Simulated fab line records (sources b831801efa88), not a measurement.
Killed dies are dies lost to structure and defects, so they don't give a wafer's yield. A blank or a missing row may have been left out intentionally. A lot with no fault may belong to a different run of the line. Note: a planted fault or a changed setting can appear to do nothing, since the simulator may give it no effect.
Problem report in the 8D (eight disciplines) form, filled by code | flow sky130 | the parts of the form that need people (team, actions taken, sign-off) are left out

== 1. THE ISSUE ==
killed_at_M0_to_M3 at SKY_PAD_OPEN_PROBE_99 reads a mean of 92 on 1 wafer of 1 lot; wafers without a fault read 44 with a standard deviation of 7.2. That is +6.7 standard deviations from the usual mean.
The first sign was on wafer L839.5 at day 49 21:02, on prober-02. The record has a number at this step for 33 wafers belonging to 11 lots. Rule for "out" (also "out of limits"): further than 4 standard deviations from the usual mean. The rest of the wafers with a number are treated as sound.

== 2. WHAT THIS IS AND IS NOT ==
question                    | is                                                                                                                                           | is not
which readings at this step | killed_at_M0_to_M3, defect limited yield, killed dies, killed on rim, sort_bin_3_pad_short, sort_bin_5_function, sort n pass, sort yield pct | killed_at_M4_up, killed at contacts, killed at front end, killed at other, killed open, killed short, sort_bin_6_memory
which lots                  | L839                                                                                                                                         | L823, L824, L825, L826, L828, L829, L831, L832, L845, L846
which wafers of those lots  | L839.5                                                                                                                                       | L839.2, L839.3
read on which tools         | prober-02                                                                                                                                    | prober-01
when                        | from day 49 21:02                                                                                                                            | up to then (26 sound wafers); but 6 sound wafers of L845, L846 came after

== 3. THE SUSPECTS, EACH WITH WHAT RULES IT OUT ==
Counting: a tool at a process step up to the reading stays a suspect if it ran every lot that is out. Sound lots after the first of them don't rule it out here, since some wafers of a struck lot are sound.
- pvd sputter-01 at SKY_METAL3_SPUTTER_01 (material TiN, target thk 20 nm, time 16.7 s): kept. It processed L839, the lot that is out, at day 41 15:01, and its most recent sound lot before then was L832 at day 39 17:37.
- rie metal-03 at SKY_CAP2M_METAL_ETCH_13 (etches TiN in Cl2/BCl3, stops on SiO2, target depth 220 nm, time 62.9 s): kept. It processed L839, the lot that is out, at day 45 13:50, and its most recent sound lot before then was L826 at day 41 16:16.
- prober-02 at SKY_PAD_OPEN_PROBE_99: kept. It processed L839, the lot that is out, at day 49 20:53, and its most recent sound lot before then was L831 at day 48 02:35. Its own readings are out on those wafers: defect limited yield, killed_at_M0_to_M3, killed dies, killed on rim, sort_bin_3_pad_short, sort_bin_5_function, sort n pass, sort yield pct.
- At SKY_CAP2M_METAL_ETCH_13 on rie metal-03, chamber 1 took the sound wafers of the same lots and chamber 0 took the wafers that are out.
The count leaves pvd sputter-01 at SKY_METAL3_SPUTTER_01, rie metal-03 at SKY_CAP2M_METAL_ETCH_13, and prober-02 at SKY_PAD_OPEN_PROBE_99.

== 4. THE CAUSE (what the simulator had put in) ==
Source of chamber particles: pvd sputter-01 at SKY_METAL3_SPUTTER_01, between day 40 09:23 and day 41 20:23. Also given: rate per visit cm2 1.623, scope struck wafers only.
Counting leaves 3 suspects; this tool is one of them.

== 5. THE CHAIN OF EFFECTS, in route order ==
Rows list readings where the struck wafers' mean (over those with a number) sits beyond 3 standard deviations from the usual. Readings are gone through only where the record gives a usual standard deviation; hours: the median, over the lots, of the time from a lot's start at the first step in this table giving one to that lot's start at this step; sigmas: the change measured in usual standard deviations.
hours | step                  | reading              | usual  | on struck wafers | change | sigmas
0     | SKY_PAD_OPEN_PROBE_99 | defect limited yield | 82.5 % | 72.4             | -10.1  | -5.3
0     | SKY_PAD_OPEN_PROBE_99 | killed_at_M0_to_M3   | 44     | 92               | +48    | +6.7
0     | SKY_PAD_OPEN_PROBE_99 | killed dies          | 86     | 136              | +50    | +5.4
0     | SKY_PAD_OPEN_PROBE_99 | killed on rim        | 16     | 33               | +17    | +4.7
0     | SKY_PAD_OPEN_PROBE_99 | sort_bin_3_pad_short | 0.9 %  | 2.8              | +1.9   | +4.7
0     | SKY_PAD_OPEN_PROBE_99 | sort_bin_5_function  | 10.2 % | 16.9             | +6.7   | +4.2
0     | SKY_PAD_OPEN_PROBE_99 | sort n pass          | 406    | 356              | -50    | -5.4
0     | SKY_PAD_OPEN_PROBE_99 | sort yield pct       | 82.5 % | 72.4             | -10.1  | -5.3
The process steps in it:
- SKY_PAD_OPEN_PROBE_99

== 6. WHAT WOULD HAVE CAUGHT IT SOONER ==
The fault began at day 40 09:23; the first out-of-limits reading in this record came at day 49 21:02, 228 hours later.
Of the tool readings at SKY_METAL3_SPUTTER_01 for which the record gives a usual standard deviation, none was out on any struck wafer, so an alarm limit of 4 standard deviations on them would not have fired.
Lots out: 1; all had begun SKY_METAL3_SPUTTER_01 on pvd sputter-01 by day 49 21:02. Had the tool been put on hold then, not one of them would have been saved.
